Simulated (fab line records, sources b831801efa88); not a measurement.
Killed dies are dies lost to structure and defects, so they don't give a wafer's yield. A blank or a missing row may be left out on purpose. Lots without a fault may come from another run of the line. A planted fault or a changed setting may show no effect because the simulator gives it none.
Which tool did it? | flow gf180mcu | 24 lots, 72 wafers sampled, at 4 steps of a route of 602

WHAT THE GAUGES READ, wafer by wafer
GF_V5_OVL_MEAS_15. Usual: V5_OVL 2 nm, standard deviation 6.9.
lot  | measured     | on         | V5_OVL (nm) | flag
L074 | day 29 08:20 | overlay-02 | 11 -2 0     |
L075 | day 29 20:02 | overlay-02 | 1 1 5       |
L076 | day 30 01:05 | overlay-02 | -1 0 11     |
L077 | day 30 08:41 | overlay-01 | -5 -11 -3   |
L078 | day 30 11:49 | overlay-01 | 7 7 5       |
L079 | day 30 21:59 | overlay-02 | 9 8 4       |
L080 | day 31 02:47 | overlay-02 | -5 -1 -7    |
L081 | day 31 08:52 | overlay-02 | 0 -5 -6     |
L082 | day 31 19:59 | overlay-01 | 3 3 -3      |
L083 | day 32 00:05 | overlay-02 | 14 11 7     |
L084 | day 32 07:40 | overlay-01 | 3 -3 -2     |
L085 | day 32 14:44 | overlay-02 | -9 -6 3     |
L086 | day 32 17:00 | overlay-01 | 2 5 3       |
L087 | day 32 23:14 | overlay-01 | -15 -3 -6   |
L088 | day 33 08:22 | overlay-02 | 16 9 5      |
L089 | day 33 11:05 | overlay-01 | 5 3 7       |
L090 | day 33 16:16 | overlay-02 | -9 -3 -3    |
L091 | day 33 23:48 | overlay-02 | 0 5 0       |
L092 | day 34 00:59 | overlay-01 | 8 5 0       |
L093 | day 34 08:47 | overlay-02 | -1 -8 7     |
L094 | day 34 11:26 | overlay-02 | -1 5 -13    |
L095 | day 34 18:53 | overlay-02 | -5 0 18     |
L096 | day 35 00:51 | overlay-01 | 9 -2 4      |
L097 | day 35 04:10 | overlay-01 | 11 -3 11    |

GF_V5_THK_MEAS_25: measures by xrf. Usual: V5_W_THK 350 nm, standard deviation 5.9.
lot  | measured     | on            | V5_W_THK (nm) | flag
L074 | day 29 09:25 | film_metro-03 | 345 348 344   |
L075 | day 29 21:05 | film_metro-01 | 352 351 351   |
L076 | day 30 02:08 | film_metro-01 | 351 348 347   |
L077 | day 30 09:46 | film_metro-02 | 339 346 342   |
L078 | day 30 12:53 | film_metro-03 | 349 350 352   |
L079 | day 30 23:03 | film_metro-01 | 363 357 360   |
L080 | day 31 03:52 | film_metro-01 | 353 358 354   |
L081 | day 31 09:55 | film_metro-02 | 357 360 357   |
L082 | day 31 21:05 | film_metro-02 | 354 358 358   |
L083 | day 32 01:08 | film_metro-02 | 350 344 347   |
L084 | day 32 08:47 | film_metro-03 | 341 337 339   |
L085 | day 32 15:47 | film_metro-02 | 351 353 345   |
L086 | day 32 18:04 | film_metro-02 | 348 348 354   |
L087 | day 33 00:26 | film_metro-01 | 353 355 354   |
L088 | day 33 09:26 | film_metro-03 | 351 344 353   |
L089 | day 33 12:11 | film_metro-01 | 347 349 351   |
L090 | day 33 17:22 | film_metro-01 | 346 350 351   |
L091 | day 34 00:53 | film_metro-03 | 342 341 344   |
L092 | day 34 02:07 | film_metro-02 | 350 359 349   |
L093 | day 34 09:50 | film_metro-01 | 358 357 348   |
L094 | day 34 12:29 | film_metro-03 | 341 343 344   |
L095 | day 34 19:56 | film_metro-02 | 351 351 346   |
L096 | day 35 01:55 | film_metro-02 | 360 357 353   |
L097 | day 35 05:14 | film_metro-02 | 355 355 352   |

WHICH TOOL RAN EACH LOT (tool, then ch and the chambers of the sampled wafers, then the start)
lot  | GF_V5_ETCH_17                                 | GF_V5_CVD_23
L074 | rie_diel-04 ch 0,1, day 29 09:10 or earlier   | cvd_w-02 ch 0,1, day 29 09:10
L075 | rie_diel-04 ch 0,2,3, day 29 20:53 or earlier | cvd_w-01 ch 0,1, day 29 20:53
L076 | rie_diel-03 ch 0,1,2, day 30 01:55 or earlier | cvd_w-02 ch 1, day 30 01:55
L077 | rie_diel-01 ch 1,3, day 30 09:32 or earlier   | cvd_w-02 ch 0,1, day 30 09:32
L078 | rie_diel-01 ch 0,1,2, day 30 12:40 or earlier | cvd_w-01 ch 0,1, day 30 12:40
L079 | rie_diel-04 ch 1,2,3, day 30 22:49 or earlier | cvd_w-01 ch 0,1, day 30 22:49
L080 | rie_diel-03 ch 1,3, day 31 03:37 or earlier   | cvd_w-02 ch 0,1, day 31 03:37
L081 | rie_diel-03 ch 0,3, day 31 09:41 or earlier   | cvd_w-02 ch 0, day 31 09:41
L082 | rie_diel-04 ch 1,2,3, day 31 20:50 or earlier | cvd_w-01 ch 1, day 31 20:50
L083 | rie_diel-04 ch 2,3, day 32 00:55 or earlier   | cvd_w-01 ch 0,1, day 32 00:55
L084 | rie_diel-03 ch 0,1, day 32 08:29 or earlier   | cvd_w-02 ch 1, day 32 08:29
L085 | rie_diel-03 ch 1,3, day 32 15:33 or earlier   | cvd_w-02 ch 0,1, day 32 15:33
L086 | rie_diel-03 ch 0,1, day 32 17:50 or earlier   | cvd_w-01 ch 0,1, day 32 17:50
L087 | rie_diel-04 ch 0,1,3, day 33 00:12 or earlier | cvd_w-01 ch 0,1, day 33 00:12
L088 | rie_diel-03 ch 0,1,3, day 33 09:11 or earlier | cvd_w-02 ch 0,1, day 33 09:11
L089 | rie_diel-01 ch 0,1,2, day 33 11:56 or earlier | cvd_w-01 ch 0,1, day 33 11:56
L090 | rie_diel-03 ch 0,1,3, day 33 17:09 or earlier | cvd_w-01 ch 0,1, day 33 17:09
L091 | rie_diel-03 ch 0,1,2, day 34 00:40 or earlier | cvd_w-01 ch 0,1, day 34 00:40
L092 | rie_diel-04 ch 0,1, day 34 01:53 or earlier   | cvd_w-02 ch 0,1, day 34 01:53
L093 | rie_diel-03 ch 0,1,3, day 34 09:37 or earlier | cvd_w-02 ch 0,1, day 34 09:37
L094 | rie_diel-01 ch 0,1,3, day 34 12:15 or earlier | cvd_w-02 ch 0,1, day 34 12:15
L095 | rie_diel-01 ch 0,1,3, day 34 19:42 or earlier | cvd_w-01 ch 0,1, day 34 19:42
L096 | rie_diel-03 ch 0,2,3, day 35 01:41 or earlier | cvd_w-02 ch 0,1, day 35 01:41
L097 | rie_diel-01 ch 0,2,3, day 35 05:01 or earlier | cvd_w-01 ch 0,1, day 35 05:01
- GF_V5_ETCH_17: etches SiO2 in C4F8/O2/Ar, stops on TiN, target depth 855 nm.
- GF_V5_CVD_23: deposits W, target thk 350 nm, time 104.9 s.

WHAT THE TOOLS THEMSELVES READ (means of the sampled wafers that have a number; where no wafer has one, the mark that the record gives instead)
GF_V5_ETCH_17. Usual: oes_product_au 0.860 a.u., standard deviation 0.0045.
lot  | tool        | oes_product_au (a.u.) | flag
L074 | rie_diel-04 | 0.860                 |
L075 | rie_diel-04 | 0.863                 |
L076 | rie_diel-03 | 0.863                 |
L077 | rie_diel-01 | 0.856                 |
L078 | rie_diel-01 | 0.863                 |
L079 | rie_diel-04 | 0.862                 |
L080 | rie_diel-03 | 0.863                 |
L081 | rie_diel-03 | 0.863                 |
L082 | rie_diel-04 | 0.860                 |
L083 | rie_diel-04 | 0.858                 |
L084 | rie_diel-03 | 0.862                 |
L085 | rie_diel-03 | 0.860                 |
L086 | rie_diel-03 | 0.860                 |
L087 | rie_diel-04 | 0.865                 |
L088 | rie_diel-03 | 0.860                 |
L089 | rie_diel-01 | 0.859                 |
L090 | rie_diel-03 | 0.863                 |
L091 | rie_diel-03 | 0.856                 |
L092 | rie_diel-04 | 0.860                 |
L093 | rie_diel-03 | 0.860                 |
L094 | rie_diel-01 | 0.857                 |
L095 | rie_diel-01 | 0.858                 |
L096 | rie_diel-03 | 0.863                 |
L097 | rie_diel-01 | 0.859                 |

GF_V5_CVD_23. Usual: heater_power_w 918 W, standard deviation 120.
lot  | tool     | heater_power_w (W) | flag
L074 | cvd_w-02 | 1026               |
L075 | cvd_w-01 | 796                |
L076 | cvd_w-02 | 1007               |
L077 | cvd_w-02 | 1022               |
L078 | cvd_w-01 | 781                |
L079 | cvd_w-01 | 780                |
L080 | cvd_w-02 | 1013               |
L081 | cvd_w-02 | 1043               |
L082 | cvd_w-01 | 710                |
L083 | cvd_w-01 | 856                |
L084 | cvd_w-02 | 989                |
L085 | cvd_w-02 | 1015               |
L086 | cvd_w-01 | 781                |
L087 | cvd_w-01 | 842                |
L088 | cvd_w-02 | 1029               |
L089 | cvd_w-01 | 786                |
L090 | cvd_w-01 | 779                |
L091 | cvd_w-01 | 783                |
L092 | cvd_w-02 | 1008               |
L093 | cvd_w-02 | 1026               |
L094 | cvd_w-02 | 1016               |
L095 | cvd_w-01 | 795                |
L096 | cvd_w-02 | 1006               |
L097 | cvd_w-01 | 837                |

THE ANSWER, worked out from the rows above alone
Rule: a lot is off if the mean of its wafers that have a number lies more than 3 standard deviations from the usual mean. A lot without any number at a reading at which 4 lots or more have one is off too. The other lots that the step has rows for count as sound. The gauges are gone through in route order, then the tools' own readings, and for those a lot's mean is taken as printed above. The first step at which some lot is off is used, and at that step the reading that is off furthest; a lot without a number counts as furthest.
No lot is off at any reading shown: from this, nothing can be told.

WHAT THE SIMULATOR HAD PUT IN
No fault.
